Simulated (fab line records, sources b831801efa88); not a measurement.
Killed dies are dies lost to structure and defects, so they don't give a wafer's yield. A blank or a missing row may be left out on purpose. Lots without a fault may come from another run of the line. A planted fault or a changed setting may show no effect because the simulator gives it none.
A struck lot beside a sound one | flow sky130 | 32 steps out of a route of 708
Sound: wafers L606.3, L606.4, L606.6. Struck: wafers L608.3, L608.4, L608.5. The cause comes at the end.
At each step with rows: each side's tool, then ch and its chambers, then its first start. Under that, the readings that differ: sound wafers | struck wafers | difference of the means | sigmas: that difference in standard deviations of wafers without a fault.
alike: readings whose means differ by less than 2 such deviations, and words and numbers that are the same on both sides. not compared: withheld readings, readings that some wafer has no value for, bounds like >300 that may hide the same value, and numbers for which the record gives no deviation and whose values overlap.
The two part at a step that has a row with sigmas, a row that says differs or no value, or rows on one side only. Numbers that don't overlap but have no deviation are shown without sigmas and don't part them. A reading that every wafer of one side lacks parts them only if that side has two wafers or more.

first, 5 steps without rows for these wafers: SKY_VIA1_STRIP_17 (strips in post etch residue remover, time 1200 s); SKY_VIA1_CLEAN_18 (cleans in IPA, time 180 s); SKY_VIA1_CLEAN_19 (cleans in O3/DIW); SKY_VIA1_SPUTTER_20 (material TiN, target thk 20 nm, time 80 s); SKY_VIA1_CVD_21 (deposits W, target thk 270 nm, time 80.902 s).
SKY_VIA1_RS_MEAS_22: measures by four-point-probe.
  sound on film_metro-01, day 34 17:58; struck on film_metro-04, day 36 17:10
  alike: VIA1_W_RS
SKY_VIA1_THK_MEAS_23: measures by xrf.
  sound on film_metro-01, day 34 18:04; struck on film_metro-04, day 36 17:16
  alike: VIA1_W_THK
SKY_VIA1_CMP_24: polishes, stops on SiO2, t overpolish 15 s, target thk 0 nm.
  sound on cmp-02 ch 1,2, day 34 18:10; struck on cmp-01 ch 1,2, day 36 17:18
  reading             | sound          | struck      | difference | sigmas
  motor_current_A (A) | 12.1 12.1 11.7 | 9.4 7.8 8.0 | -3.6       | -2
  alike: edge_zone_pressure_frac, overpolish_run_s, time_to_endpoint_s
then, 1 step without rows for these wafers: SKY_METAL2_SPUTTER_00 (material Ti, target thk 15 nm, time 10 s).
SKY_METAL2_SPUTTER_01: material TiN, target thk 20 nm, time 16.7 s.
  sound on pvd_sputter-01, day 34 18:26; struck on pvd_sputter-01, day 36 17:37
  alike: throttle_valve_pct
then, 1 step without rows for these wafers: SKY_METAL2_SPUTTER_02 (material AlCu, target thk 250 nm, time 13.3 s).
SKY_METAL2_SPUTTER_03: material Ti, target thk 5 nm, time 3.3 s.
  sound on pvd_sputter-01, day 34 18:29; struck on pvd_sputter-01, day 36 17:40
  alike: throttle_valve_pct
SKY_METAL2_SPUTTER_04: material TiN, target thk 70 nm, time 58.3 s.
  sound on pvd_sputter-01, day 34 18:30; struck on pvd_sputter-01, day 36 17:41
  reading                                    | sound             | struck            | difference | sigmas
  model.TiN_of_METAL2_SPUTTER_04.thk_nm (nm) | 70.89 71.33 70.36 | 115.6 115.6 114.8 | +44.5      |
  alike: throttle_valve_pct
SKY_METAL2_RS_MEAS_05: measures by four-point-probe.
  sound on film_metro-02, day 34 18:35; struck on film_metro-01, day 36 17:47
  alike: METAL2_ALCU_RS
SKY_METAL2_THK_MEAS_06: measures by xrf.
  sound on film_metro-02, day 34 18:41; struck on film_metro-01, day 36 17:53
  reading              | sound       | struck      | difference | sigmas
  METAL2_ALCU_THK (nm) | 250 246 251 | 229 231 229 | -19        | -6
then, 8 steps without rows for these wafers: SKY_METAL2_DEHYDRATE_07 (time 60 s); SKY_METAL2_HMDS_08 (prime time 60 s); SKY_METAL2_COAT_09 (resist thk 60 nm); SKY_METAL2_COAT_10 (resist thk 450 nm); SKY_METAL2_SOFTBAKE_11 (time 90 s); SKY_METAL2_EXPOSE_12 (exposes mask MM2, target cd 140 nm); SKY_METAL2_PEB_13; SKY_METAL2_DEVELOP_14 (develop time 60 s).
SKY_METAL2_CD_MEAS_15: target cd 140 nm.
  sound on cd_sem-01, day 35 20:59; struck on cd_sem-01, day 37 19:41
  alike: cd_nm
SKY_METAL2_OVL_MEAS_16:
  sound on overlay-02, day 35 21:04; struck on overlay-02, day 37 19:46
  alike: METAL2_OVL
SKY_METAL2_DESCUM_17: chemistry O2, time 8 s.
  sound on rie_metal-02 ch 0,1, day 35 21:07; struck on rie_metal-01 ch 0,1, day 37 19:49
  alike: chamber_pressure_mTorr, drypump_motor_current_A, oes_product_au
  not compared: rf_hours_counter_h
then, 1 step without rows for these wafers: SKY_METAL2_ETCH_18 (etches BARC in N2/H2, stops on SiO2, time 45.9 s, target depth 60 nm).
SKY_METAL2_METAL_ETCH_19: etches the open film in Cl2/BCl3, stops on SiO2, target depth 360 nm, time 78 s.
  sound on rie_metal-02 ch 0,1, day 35 21:13; struck on rie_metal-01 ch 0,1, day 37 19:55
  reading               | sound             | struck            | difference | sigmas
  oes_product_au (a.u.) | 0.851 0.850 0.850 | 0.864 0.869 0.865 | +0.016     | +3
  alike: chamber_pressure_mTorr, drypump_motor_current_A, throttle_valve_pct
  not compared: rf_hours_counter_h
then, 1 step without rows for these wafers: SKY_METAL2_STRIP_20 (strips in O2/N2).
SKY_METAL2_STRIP_21: strips in post etch residue remover, time 1200 s.
  sound on wet_bench-02 ch 3, day 35 21:23; struck on wet_bench-03 ch 2, day 37 20:05
  reading                                    | sound             | struck            | difference | sigmas
  model.TiN_of_METAL2_SPUTTER_04.thk_nm (nm) | 70.47 70.91 69.94 | 115.2 115.2 114.4 | +44.5      |
then, 1 step without rows for these wafers: SKY_METAL2_CLEAN_22 (cleans in IPA, time 180 s).
-- the record jumps here: 10 days lie between the struck wafers' starts before and after (it left off in module METAL2 and takes up again in module PAD_OPEN, whose first step shown is number 708 of the route) --
SKY_PAD_OPEN_PROBE_99:
  sound on prober-01, day 46 07:41; struck on prober-02, day 48 02:12
  reading                       | sound             | struck            | difference | sigmas
  killed_at_M4_up               | 2 3 1             | 7 9 4             | +5         | +2
  model.etest.via2_chain.rc_ohm | 9.988 10.13 9.356 | 11.46 11.33 10.69 | +1.34      |
  alike: defect_limited_yield, killed_at_M0_to_M3, killed_at_contacts, killed_at_front_end, killed_at_other, killed_dies, killed_open, killed_short, sort_bin_3_pad_short, sort_bin_5_function, sort_bin_6_memory, sort_n_pass, sort_yield_pct

WHERE THEY PART
First at SKY_VIA1_CMP_24; last, within this record, at SKY_PAD_OPEN_PROBE_99.

WHY: what the simulator had put in
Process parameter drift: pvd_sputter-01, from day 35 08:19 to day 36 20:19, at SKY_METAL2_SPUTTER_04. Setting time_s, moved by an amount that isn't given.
